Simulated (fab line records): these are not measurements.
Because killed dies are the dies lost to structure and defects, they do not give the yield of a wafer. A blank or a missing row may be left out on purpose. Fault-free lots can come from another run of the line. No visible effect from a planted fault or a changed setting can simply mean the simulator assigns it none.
A single fault, viewed from 2 desks / flow gf180mcu / each desk holds nothing but its own numbers, with what lay behind them at the end

THE METROLOGY DESK
What the gauges read, lot by lot, whatever tool the lot ran on: means of the sampled wafers that have a number. The brackets show how far a lot's mean lies from the usual mean; more than 4 standard deviations puts the lot out of limits, marked OUT.
Columns: A = V2_BOW at GF_V2_BOW_MEAS_05, usual 101 um
lot=L780; first seen here=day 19 06:22; A=99
lot=L781; first seen here=day 19 20:56; A=92
lot=L783; first seen here=day 20 14:05; A=101
lot=L784; first seen here=day 21 06:45; A=105
lot=L787; first seen here=day 22 00:58; A=93
lot=L788; first seen here=day 22 11:01; A=98
lot=L790; first seen here=day 23 06:00; A=105
lot=L791; first seen here=day 23 21:02; A=105
lot=L792; first seen here=day 23 22:32; A=105
lot=L795; first seen here=day 25 02:52; A=112
lot=L796; first seen here=day 25 09:22; A=101
lot=L797; first seen here=day 25 13:56; A=100
lot=L798; first seen here=day 25 21:45; A=98
lot=L801; first seen here=day 26 15:25; A=108
Finding of this desk: none of the 14 lots has anything out of limits.

TOOL OWNER'S DESK, cmp-01
The tool's own readings at GF_V3_CMP_04 (polishes SiO2): means of the sampled wafers that have a number, for each lot that ran on this tool. The brackets show how far a lot's mean lies from the usual mean; more than 4 standard deviations puts the lot out of limits, marked OUT.
Columns: A = edgeZonePressureFrac at GF_V3_CMP_04, usual 1.000; B = motorCurrentA at GF_V3_CMP_04, usual 11.8 A; C = timeToEndpointS at GF_V3_CMP_04, usual 79 s
lot=L781; first seen here=day 21 23:10; A=1.000; B=11.7; C=77
lot=L787; first seen here=day 24 01:41; A=0.993; B=13.0; C=84
lot=L790; first seen here=day 25 05:04; A=1.002; B=11.2; C=82
lot=L791; first seen here=day 25 18:44; A=0.993; B=13.3; C=76
lot=L792; first seen here=day 25 21:31; A=0.999; B=11.1; C=84
lot=L795; first seen here=day 26 23:50; A=1.002; B=12.3; C=85
lot=L797; first seen here=day 27 10:22; A=1.003; B=13.0; C=38 (-6.8) OUT
lot=L798; first seen here=day 27 16:38; A=0.999; B=12.5; C=29 (-8.3) OUT
This desk's finding: out of limits on L797, L798; first on L797, day 27 10:22 (timeToEndpointS at GF_V3_CMP_04). L781, L787, L790, L791, L792, L795: within limits.

TAKEN TOGETHER
On L797, L798, at day 27 10:22, an alarm was possible from the tool owner's desk.
Nothing out of limits was seen by the metrology desk.
The metrology desk holds a record of L797, L798, inside its limits.
On cmp-01, each named lot ran GF_V3_CMP_04.

WHAT HAD BEEN PUT IN BY THE SIMULATOR
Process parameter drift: cmp-01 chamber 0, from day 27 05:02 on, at GF_V3_CMP_04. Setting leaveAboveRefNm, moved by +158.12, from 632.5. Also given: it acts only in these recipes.
Shown lots that were struck: L797, L798.
Hours from the fault's start to each desk's first reading out of limits: the tool owner's desk, 5.
